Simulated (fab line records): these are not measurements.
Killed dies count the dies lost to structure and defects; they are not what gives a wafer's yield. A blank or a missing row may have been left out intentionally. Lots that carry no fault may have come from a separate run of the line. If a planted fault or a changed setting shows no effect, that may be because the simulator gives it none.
Matching of chambers | flow sky130 | 4 sister chambers for SKY_VIA4_CMP_02 on cmp-02
The step polishes SiO2. 14 wafers are shown with their chamber, then 7 later ones without.

## EACH WAFER AND ITS CHAMBER
wafer  | chamber | motor_current_A (A)
L184.3 | 1       | 11.3
L184.4 | 0       | 13.0
L184.6 | 1       | 11.9
L185.1 | 1       | 11.7
L185.2 | 3       | 13.5
L185.6 | 0       | 12.6
L188.2 | 3       | 13.2
L188.4 | 1       | 11.0
L188.6 | 2       | 11.7
L198.1 | 1       | 11.3
L198.5 | 0       | 12.0
L198.6 | 3       | 14.0
L202.1 | 0       | 12.6
L202.2 | 1       | 11.1

SIGNATURES, as means of the wafers listed above
reading         | chamber 0 | chamber 1 | chamber 2 | chamber 3 | scatter within a chamber
motor_current_A | 12.550    | 11.383    | 11.700    | 13.567    | 0.38
Rule: a wafer lies at a distance from a chamber equal to the root of the sum of squares, over the readings, of (its reading less the chamber's mean, divided by the reading's scatter). The wafer belongs to the nearest chamber; if the next one is less than 2 further off, it can't be placed. How the scatter is found: for the shown wafers, subtract from each reading the mean of its chamber, square and add these, divide the total by (wafers less chambers), then take the root.

## WAFERS WITHOUT THEIR CHAMBER
wafer  | motor_current_A (A)
L202.4 | 13.5
L203.1 | 11.3
L203.2 | 12.5
L203.6 | 12.8
L204.1 | 13.6
L204.4 | 11.5
L204.6 | 13.6

## EACH ONE'S CHAMBER
wafer  | from the rows above     | in truth
L202.4 | 3                       | 3
L203.1 | can't be placed: 1 or 2 | 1
L203.2 | can't be placed: 0 or 2 | 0
L203.6 | can't be placed: 0 or 3 | 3
L204.1 | 3                       | 3
L204.4 | can't be placed: 1 or 2 | 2
L204.6 | 3                       | 3
Placed correctly: 3 of 7. Not placeable from these rows: 4 (in 4, the candidates include the true chamber). 0 placed wrongly.
